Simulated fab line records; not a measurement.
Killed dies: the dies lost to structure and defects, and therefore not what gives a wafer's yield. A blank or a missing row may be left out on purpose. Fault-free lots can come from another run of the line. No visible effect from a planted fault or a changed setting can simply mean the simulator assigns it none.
Chamber matching | flow sky130 | rie-diel-01 running SKY_POLY_GATE_ETCH_15: 4 sister chambers
The step etches BARC in N2/H2, stops on SiO2, time 118.5 s, target depth 110 nm. 4 wafers are shown with their chamber, then 7 later ones without.

WAFERS WITH THEIR CHAMBER
wafer  | chamber | drypump-motor-current-A (A)
L454.6 | 3       | 6.23
L457.3 | 1       | 5.59
L458.1 | 2       | 5.57
L458.3 | 0       | 5.92

WAFERS WHOSE CHAMBER IS MISSING
wafer  | drypump-motor-current-A (A)
L458.4 | 5.58
L466.1 | 5.62
L466.3 | 5.58
L466.6 | 6.21
L470.2 | 5.56
L470.4 | 5.93
L470.6 | 5.54

WHICH CHAMBER EACH WENT THROUGH
wafer  | from the rows above     | in truth
L458.4 | can't be placed: 1 or 2 | 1
L466.1 | can't be placed: 1 or 2 | 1
L466.3 | can't be placed: 1 or 2 | 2
L466.6 | 3                       | 3
L470.2 | can't be placed: 2 or 1 | 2
L470.4 | 0                       | 0
L470.6 | can't be placed: 2 or 1 | 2
2 of 7 placed correctly. Unplaceable from these rows: 5, with the true chamber sitting among the candidates in 5. Number placed wrongly: 0.
How it was worked out, from the rows above alone: a wafer's distance from a chamber is the root of the sum, over the readings, of the square of ((its reading less the chamber's mean) divided by the reading's scatter). The wafer belongs to the nearest chamber; if the next one is less than 2 further off, it can't be placed. A chamber's mean is the mean of its shown wafers. The scatter: with one shown wafer a chamber, the root of the mean of the squares of how far each hidden wafer lies from its nearest shown one.
